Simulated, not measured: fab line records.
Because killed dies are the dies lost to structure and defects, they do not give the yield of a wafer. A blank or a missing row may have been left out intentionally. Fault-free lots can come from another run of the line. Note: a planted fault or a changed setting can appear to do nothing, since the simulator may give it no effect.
Which tool is to blame? || flow gf180mcu || Sampling: 13 lots, 39 wafers, 6 of 602 route steps

== WHAT THE GAUGES READ, wafer by wafer ==
GF_HV_LDD_OVL_MEAS_08. Usual: HV_LDD_OVL gives -1.6 nm (standard deviation 2).
{"lot": "L456", "measured": "day 9 18:08", "on": "overlay-01", "HV_LDD_OVL (nm)": "1.1 1.2 -0.4", "flag": ""}
{"lot": "L458", "measured": "day 10 07:23", "on": "overlay-02", "HV_LDD_OVL (nm)": "-4.0 -1.9 -2.6", "flag": ""}
{"lot": "L461", "measured": "day 11 15:10", "on": "overlay-02", "HV_LDD_OVL (nm)": "-2.0 -2.6 -3.3", "flag": ""}
{"lot": "L460", "measured": "day 11 16:22", "on": "overlay-02", "HV_LDD_OVL (nm)": "-2.7 -2.1 -1.4", "flag": ""}
{"lot": "L462", "measured": "day 12 03:37", "on": "overlay-02", "HV_LDD_OVL (nm)": "-2.1 -3.4 -2.0", "flag": ""}
{"lot": "L468", "measured": "day 14 03:07", "on": "overlay-01", "HV_LDD_OVL (nm)": "0.5 0.2 0.2", "flag": ""}
{"lot": "L470", "measured": "day 14 08:34", "on": "overlay-02", "HV_LDD_OVL (nm)": "0.8 -1.2 0.6", "flag": ""}
{"lot": "L471", "measured": "day 14 22:25", "on": "overlay-02", "HV_LDD_OVL (nm)": "-2.8 -2.5 -2.9", "flag": ""}
{"lot": "L474", "measured": "day 15 13:22", "on": "overlay-02", "HV_LDD_OVL (nm)": "-6.6 -4.5 -5.7", "flag": ""}
{"lot": "L475", "measured": "day 15 19:07", "on": "overlay-01", "HV_LDD_OVL (nm)": "0.5 0.7 -1.1", "flag": ""}
{"lot": "L477", "measured": "day 16 04:05", "on": "overlay-01", "HV_LDD_OVL (nm)": "2.0 1.7 1.3", "flag": ""}
{"lot": "L478", "measured": "day 16 11:08", "on": "overlay-01", "HV_LDD_OVL (nm)": "-3.8 -5.4 -4.7", "flag": ""}
{"lot": "L479", "measured": "day 16 18:07", "on": "overlay-02", "HV_LDD_OVL (nm)": "-1.7 -1.1 -1.0", "flag": ""}

GF_HV_LDD_TW_MEAS_11. Usual: HV_LDD_TW gives 2400 (standard deviation 12).
{"lot": "L456", "measured": "day 9 18:25", "on": "film-metro-03", "HV_LDD_TW": "2421 2423 2425", "flag": ""}
{"lot": "L458", "measured": "day 10 07:41", "on": "film-metro-02", "HV_LDD_TW": "2392 2400 2389", "flag": ""}
{"lot": "L461", "measured": "day 11 15:28", "on": "film-metro-03", "HV_LDD_TW": "2406 2391 2395", "flag": ""}
{"lot": "L460", "measured": "day 11 16:40", "on": "film-metro-03", "HV_LDD_TW": "2403 2402 2411", "flag": ""}
{"lot": "L462", "measured": "day 12 03:55", "on": "film-metro-02", "HV_LDD_TW": "2386 2358 2386", "flag": ""}
{"lot": "L468", "measured": "day 14 03:25", "on": "film-metro-01", "HV_LDD_TW": "2418 2406 2412", "flag": ""}
{"lot": "L470", "measured": "day 14 08:52", "on": "film-metro-03", "HV_LDD_TW": "2403 2403 2409", "flag": ""}
{"lot": "L471", "measured": "day 14 22:43", "on": "film-metro-02", "HV_LDD_TW": "2393 2393 2387", "flag": ""}
{"lot": "L474", "measured": "day 15 13:40", "on": "film-metro-02", "HV_LDD_TW": "2389 2390 2399", "flag": ""}
{"lot": "L475", "measured": "day 15 19:25", "on": "film-metro-01", "HV_LDD_TW": "2406 2408 2383", "flag": ""}
{"lot": "L477", "measured": "day 16 04:23", "on": "film-metro-03", "HV_LDD_TW": "2400 2404 2399", "flag": ""}
{"lot": "L478", "measured": "day 16 11:25", "on": "film-metro-01", "HV_LDD_TW": "2393 2393 2402", "flag": ""}
{"lot": "L479", "measured": "day 16 18:25", "on": "film-metro-02", "HV_LDD_TW": "2395 2402 2397", "flag": ""}

GF_HV_LDD_CD_MEAS_31: target cd 400 nm. Usual: cd-nm 400.4 nm, standard deviation 2.
{"lot": "L456", "measured": "day 11 06:14", "on": "cd-sem-01", "cd-nm (nm)": "402.8 403.1 403.5", "flag": ""}
{"lot": "L458", "measured": "day 11 20:02", "on": "cd-sem-02", "cd-nm (nm)": "397.5 399.2 395.8", "flag": ""}
{"lot": "L461", "measured": "day 13 04:31", "on": "cd-sem-01", "cd-nm (nm)": "400.5 400.6 400.9", "flag": ""}
{"lot": "L460", "measured": "day 13 05:48", "on": "cd-sem-02", "cd-nm (nm)": "399.5 399.0 399.2", "flag": ""}
{"lot": "L462", "measured": "day 13 16:37", "on": "cd-sem-02", "cd-nm (nm)": "401.3 403.1 402.6", "flag": ""}
{"lot": "L468", "measured": "day 15 21:57", "on": "cd-sem-02", "cd-nm (nm)": "- - -", "flag": "OFF"}
{"lot": "L470", "measured": "day 16 03:51", "on": "cd-sem-01", "cd-nm (nm)": "400.4 399.0 400.5", "flag": ""}
{"lot": "L471", "measured": "day 16 18:27", "on": "cd-sem-01", "cd-nm (nm)": "398.8 397.2 399.0", "flag": ""}
{"lot": "L474", "measured": "day 17 09:36", "on": "cd-sem-02", "cd-nm (nm)": "396.7 399.0 399.4", "flag": ""}
{"lot": "L475", "measured": "day 17 15:39", "on": "cd-sem-02", "cd-nm (nm)": "399.6 399.0 397.9", "flag": ""}
{"lot": "L477", "measured": "day 18 01:42", "on": "cd-sem-01", "cd-nm (nm)": "402.1 399.7 402.0", "flag": ""}
{"lot": "L478", "measured": "day 18 08:43", "on": "cd-sem-02", "cd-nm (nm)": "403.1 400.9 402.0", "flag": ""}
{"lot": "L479", "measured": "day 18 17:18", "on": "cd-sem-01", "cd-nm (nm)": "399.3 398.8 399.9", "flag": ""}

GF_HV_LDD_TW_MEAS_38. Usual: HV_LDD_3_TW gives 1429 (standard deviation 7.3).
{"lot": "L456", "measured": "day 11 07:04", "on": "film-metro-01", "HV_LDD_3_TW": "1438 1430 1432", "flag": ""}
{"lot": "L458", "measured": "day 11 20:53", "on": "film-metro-01", "HV_LDD_3_TW": "1442 1434 1433", "flag": ""}
{"lot": "L461", "measured": "day 13 05:22", "on": "film-metro-01", "HV_LDD_3_TW": "1428 1426 1431", "flag": ""}
{"lot": "L460", "measured": "day 13 06:40", "on": "film-metro-03", "HV_LDD_3_TW": "1436 1439 1435", "flag": ""}
{"lot": "L462", "measured": "day 13 17:28", "on": "film-metro-01", "HV_LDD_3_TW": "1429 1426 1428", "flag": ""}
{"lot": "L468", "measured": "day 15 22:49", "on": "film-metro-01", "HV_LDD_3_TW": "30 30 30", "flag": "OFF"}
{"lot": "L470", "measured": "day 16 04:43", "on": "film-metro-03", "HV_LDD_3_TW": "1428 1427 1431", "flag": ""}
{"lot": "L471", "measured": "day 16 19:19", "on": "film-metro-01", "HV_LDD_3_TW": "1424 1424 1422", "flag": ""}
{"lot": "L474", "measured": "day 17 10:28", "on": "film-metro-03", "HV_LDD_3_TW": "1445 1436 1439", "flag": ""}
{"lot": "L475", "measured": "day 17 16:31", "on": "film-metro-01", "HV_LDD_3_TW": "1432 1423 1427", "flag": ""}
{"lot": "L477", "measured": "day 18 02:34", "on": "film-metro-02", "HV_LDD_3_TW": "1422 1420 1420", "flag": ""}
{"lot": "L478", "measured": "day 18 09:34", "on": "film-metro-03", "HV_LDD_3_TW": "1433 1418 1427", "flag": ""}
{"lot": "L479", "measured": "day 18 18:10", "on": "film-metro-02", "HV_LDD_3_TW": "1416 1422 1421", "flag": ""}

== TOOL THAT RAN EACH LOT (tool first, then ch and the chambers of the sampled wafers, then the start) ==
{"lot": "L456", "GF_POLY_GATE_ETCH_12": "rie-diel-04 ch 2,3, day 8 23:52", "GF_HV_LDD_EXPOSE_28": "iline-stepper-01 ch 0, day 10 21:42"}
{"lot": "L458", "GF_POLY_GATE_ETCH_12": "rie-diel-02 ch 1,2,3, day 9 12:04", "GF_HV_LDD_EXPOSE_28": "iline-stepper-01 ch 0, day 11 11:10"}
{"lot": "L461", "GF_POLY_GATE_ETCH_12": "rie-diel-04 ch 1,2, day 10 18:31", "GF_HV_LDD_EXPOSE_28": "iline-stepper-01 ch 0, day 12 19:05"}
{"lot": "L460", "GF_POLY_GATE_ETCH_12": "rie-diel-03 ch 0,1,3, day 10 20:28", "GF_HV_LDD_EXPOSE_28": "iline-stepper-01 ch 0, day 12 20:12"}
{"lot": "L462", "GF_POLY_GATE_ETCH_12": "rie-diel-04 ch 2,3, day 11 01:58", "GF_HV_LDD_EXPOSE_28": "iline-stepper-01 ch 0, day 13 07:33"}
{"lot": "L468", "GF_POLY_GATE_ETCH_12": "rie-diel-02 ch 0,1,3, day 13 01:25", "GF_HV_LDD_EXPOSE_28": "iline-stepper-01 ch 0, day 15 11:17"}
{"lot": "L470", "GF_POLY_GATE_ETCH_12": "rie-diel-03 ch 1,3, day 13 10:14", "GF_HV_LDD_EXPOSE_28": "iline-stepper-01 ch 0, day 15 16:48"}
{"lot": "L471", "GF_POLY_GATE_ETCH_12": "rie-diel-04 ch 0,1,2, day 14 00:23", "GF_HV_LDD_EXPOSE_28": "iline-stepper-01 ch 0, day 16 07:48"}
{"lot": "L474", "GF_POLY_GATE_ETCH_12": "rie-diel-03 ch 1,3, day 14 14:43", "GF_HV_LDD_EXPOSE_28": "iline-stepper-01 ch 0, day 16 23:00"}
{"lot": "L475", "GF_POLY_GATE_ETCH_12": "rie-diel-04 ch 1,3, day 14 19:55", "GF_HV_LDD_EXPOSE_28": "iline-stepper-01 ch 0, day 17 04:45"}
{"lot": "L477", "GF_POLY_GATE_ETCH_12": "rie-diel-02 ch 0,2,3, day 15 04:47", "GF_HV_LDD_EXPOSE_28": "iline-stepper-01 ch 0, day 17 14:14"}
{"lot": "L478", "GF_POLY_GATE_ETCH_12": "rie-diel-04 ch 0,3, day 15 11:44", "GF_HV_LDD_EXPOSE_28": "iline-stepper-02 ch 0, day 17 21:27"}
{"lot": "L479", "GF_POLY_GATE_ETCH_12": "rie-diel-04 ch 2,3, day 15 17:14", "GF_HV_LDD_EXPOSE_28": "iline-stepper-01 ch 0, day 18 05:50"}
- GF_POLY_GATE_ETCH_12: etches BARC in N2/H2.
- GF_HV_LDD_EXPOSE_28: exposes mask Nplus HV AREA, target cd 400 nm.

== AS READ BY THE TOOLS THEMSELVES (means over the sampled wafers that have a number; for cases with no such wafer, the mark the record gives instead) ==
GF_POLY_GATE_ETCH_12. Usual: drypump-motor-current-A 5.7 A, standard deviation 0.36; oes-product-au 0.735 a.u., standard deviation 0.0045; throttle-valve-pct 13.215 %, standard deviation 0.0096.
{"lot": "L456", "tool": "rie-diel-04", "drypump-motor-current-A (A)": 5.8, "oes-product-au (a.u.)": 0.738, "throttle-valve-pct (%)": 13.214, "flag": ""}
{"lot": "L458", "tool": "rie-diel-02", "drypump-motor-current-A (A)": 5.7, "oes-product-au (a.u.)": 0.730, "throttle-valve-pct (%)": 13.213, "flag": ""}
{"lot": "L461", "tool": "rie-diel-04", "drypump-motor-current-A (A)": 5.6, "oes-product-au (a.u.)": 0.737, "throttle-valve-pct (%)": 13.212, "flag": ""}
{"lot": "L460", "tool": "rie-diel-03", "drypump-motor-current-A (A)": 5.7, "oes-product-au (a.u.)": 0.740, "throttle-valve-pct (%)": 13.219, "flag": ""}
{"lot": "L462", "tool": "rie-diel-04", "drypump-motor-current-A (A)": 5.8, "oes-product-au (a.u.)": 0.740, "throttle-valve-pct (%)": 13.218, "flag": ""}
{"lot": "L468", "tool": "rie-diel-02", "drypump-motor-current-A (A)": 5.5, "oes-product-au (a.u.)": 0.735, "throttle-valve-pct (%)": 13.217, "flag": ""}
{"lot": "L470", "tool": "rie-diel-03", "drypump-motor-current-A (A)": 6.0, "oes-product-au (a.u.)": 0.735, "throttle-valve-pct (%)": 13.213, "flag": ""}
{"lot": "L471", "tool": "rie-diel-04", "drypump-motor-current-A (A)": 5.8, "oes-product-au (a.u.)": 0.737, "throttle-valve-pct (%)": 13.210, "flag": ""}
{"lot": "L474", "tool": "rie-diel-03", "drypump-motor-current-A (A)": 6.0, "oes-product-au (a.u.)": 0.731, "throttle-valve-pct (%)": 13.214, "flag": ""}
{"lot": "L475", "tool": "rie-diel-04", "drypump-motor-current-A (A)": 6.0, "oes-product-au (a.u.)": 0.734, "throttle-valve-pct (%)": 13.219, "flag": ""}
{"lot": "L477", "tool": "rie-diel-02", "drypump-motor-current-A (A)": 5.3, "oes-product-au (a.u.)": 0.738, "throttle-valve-pct (%)": 13.216, "flag": ""}
{"lot": "L478", "tool": "rie-diel-04", "drypump-motor-current-A (A)": 6.1, "oes-product-au (a.u.)": 0.738, "throttle-valve-pct (%)": 13.215, "flag": ""}
{"lot": "L479", "tool": "rie-diel-04", "drypump-motor-current-A (A)": 5.8, "oes-product-au (a.u.)": 0.730, "throttle-valve-pct (%)": 13.220, "flag": ""}

== THE ANSWER, worked out from the rows above alone ==
Rule: a lot is off if the mean of its wafers that have a number lies more than 3 standard deviations from the usual mean. A lot without any number at a reading at which 4 lots or more have one is off too. All remaining lots with rows at the step are treated as sound. After the gauges, taken in route order, come the tools' own readings; for these a lot's mean is taken, as printed above. The first step at which some lot is off is used, and at that step the reading that is off furthest; a lot without a number counts as furthest.
Off at GF_HV_LDD_CD_MEAS_31 (cd-nm): L468. Without a number there: L468.
If a tool, at a process step before that reading, ran all the lots that are off and no sound lot after the first of them, it fits. Not tried: the gauges at GF_HV_LDD_CD_MEAS_31; whatever is off there is also off at GF_HV_LDD_TW_MEAS_38, on other tools, and gauge error can't account for it. Not one of the candidates tried fits.

== WHAT THE SIMULATOR HAD PUT IN ==
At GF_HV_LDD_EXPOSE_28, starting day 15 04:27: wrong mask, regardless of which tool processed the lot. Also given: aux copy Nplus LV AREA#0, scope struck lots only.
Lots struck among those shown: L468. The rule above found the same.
